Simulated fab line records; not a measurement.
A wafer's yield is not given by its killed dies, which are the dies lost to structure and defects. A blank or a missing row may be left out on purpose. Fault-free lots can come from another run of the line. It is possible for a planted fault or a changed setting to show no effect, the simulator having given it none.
Which tool did it? | flow sky130 | Sampling: 12 lots, 34 wafers, 3 of 708 route steps

== WHAT THE GAUGES SHOWED, per wafer ==
SKY_FIELD_ISO_THK_MEAS_23. Usual: FIELD_ISO_OXIDATION_01_THK typically reads 9.87 nm, with standard deviation 0.2.
lot  | measured    | on            | FIELD_ISO_OXIDATION_01_THK (nm) | flag
L278 | day 2 10:13 | film-metro-01 | 9.76 9.74 9.74                  |
L281 | day 3 00:06 | film-metro-01 | 9.70 9.80 9.66                  |
L282 | day 3 04:19 | film-metro-04 | 9.55 9.46 9.39                  |
L283 | day 3 21:05 | film-metro-04 | 9.91 9.91 10.16                 |
L286 | day 4 02:55 | film-metro-01 | 10.26 10.20                     |
L287 | day 4 08:17 | film-metro-01 | 9.73 9.62                       |
L294 | day 5 19:45 | film-metro-01 | 10.03 10.23 10.16               |
L295 | day 5 22:26 | film-metro-04 | 9.72 9.70 9.82                  |
L298 | day 6 16:57 | film-metro-04 | 9.64 9.78 9.70                  |
L299 | day 6 20:43 | film-metro-02 | 9.97 10.10 9.87                 |
L300 | day 7 00:58 | film-metro-04 | 9.79 9.91 9.90                  |
L301 | day 7 06:40 | film-metro-04 | 10.04 10.04 10.01               |

SKY_PWDE_TW_MEAS_10. Usual: PWDE_TW typically reads 373, with standard deviation 3.5.
lot  | measured    | on            | PWDE_TW     | flag
L278 | day 4 02:49 | film-metro-04 | 375 377 379 |
L281 | day 4 13:34 | film-metro-02 | 372 371 373 |
L282 | day 5 06:42 | film-metro-04 | 379 378 378 |
L283 | day 5 14:07 | film-metro-03 | 371 370 369 |
L286 | day 5 18:19 | film-metro-03 | 369 370     |
L287 | day 6 00:09 | film-metro-04 | 377 376     |
L294 | day 7 16:27 | film-metro-04 | 375 378 376 |
L295 | day 7 19:54 | film-metro-04 | 377 377 378 |
L298 | day 8 15:17 | film-metro-04 | 375 375 375 |
L299 | day 8 19:34 | film-metro-02 | 378 376 376 |
L300 | day 8 22:16 | film-metro-04 | 373 373 376 |
L301 | day 9 05:44 | film-metro-03 | 370 372 372 |

SKY_SONOS_ONO_THK_MEAS_01. Usual: SONOS_ONO_OXIDATION_THK typically reads 2.61 nm, with standard deviation 0.059.
lot  | measured     | on            | SONOS_ONO_OXIDATION_THK (nm) | flag
L278 | day 11 18:22 | film-metro-02 | 2.71 2.66 2.65               |
L281 | day 12 13:40 | film-metro-02 | 2.59 2.59 2.64               |
L282 | day 13 09:26 | film-metro-01 | 2.66 2.66 2.70               |
L283 | day 13 21:44 | film-metro-04 | 2.60 2.54 2.53               |
L286 | day 14 03:26 | film-metro-04 | 2.59 2.57                    |
L287 | day 14 09:53 | film-metro-02 | 2.50 2.52                    |
L294 | day 16 17:38 | film-metro-04 | 2.62 2.59 2.58               |
L295 | day 16 21:44 | film-metro-04 | 2.59 2.60 2.55               |
L298 | day 18 01:25 | film-metro-04 | 2.71 2.62 2.73               |
L299 | day 18 08:57 | film-metro-04 | 2.66 2.64 2.67               |
L300 | day 18 13:30 | film-metro-04 | 2.63 2.67 2.68               |
L301 | day 18 22:43 | film-metro-04 | 2.64 2.64 2.65               |

== TOOL THAT RAN EACH LOT (tool first, then ch and the chambers of the sampled wafers, then the start) ==
Before these readings, the record contains no process step.

== AS READ BY THE TOOLS THEMSELVES (means over the sampled wafers that have a number; for cases with no such wafer, the mark the record gives instead) ==
The record holds no such reading with a usual standard deviation.

== THE ANSWER, worked out from the rows above alone ==
Rule: a lot counts as off when the mean over its wafers that have a number is more than 3 standard deviations away from the usual mean. Also off: a lot with no number at a reading for which 4 or more lots have one. All remaining lots with rows at the step are treated as sound. After the gauges, taken in route order, come the tools' own readings; for these a lot's mean is taken, as printed above. At the first step where some lot is off, the reading lying furthest off is the one used; lots without a number count as furthest.
No lot is off at any reading shown: from this, nothing can be told.

== WHAT WAS PUT IN BY THE SIMULATOR ==
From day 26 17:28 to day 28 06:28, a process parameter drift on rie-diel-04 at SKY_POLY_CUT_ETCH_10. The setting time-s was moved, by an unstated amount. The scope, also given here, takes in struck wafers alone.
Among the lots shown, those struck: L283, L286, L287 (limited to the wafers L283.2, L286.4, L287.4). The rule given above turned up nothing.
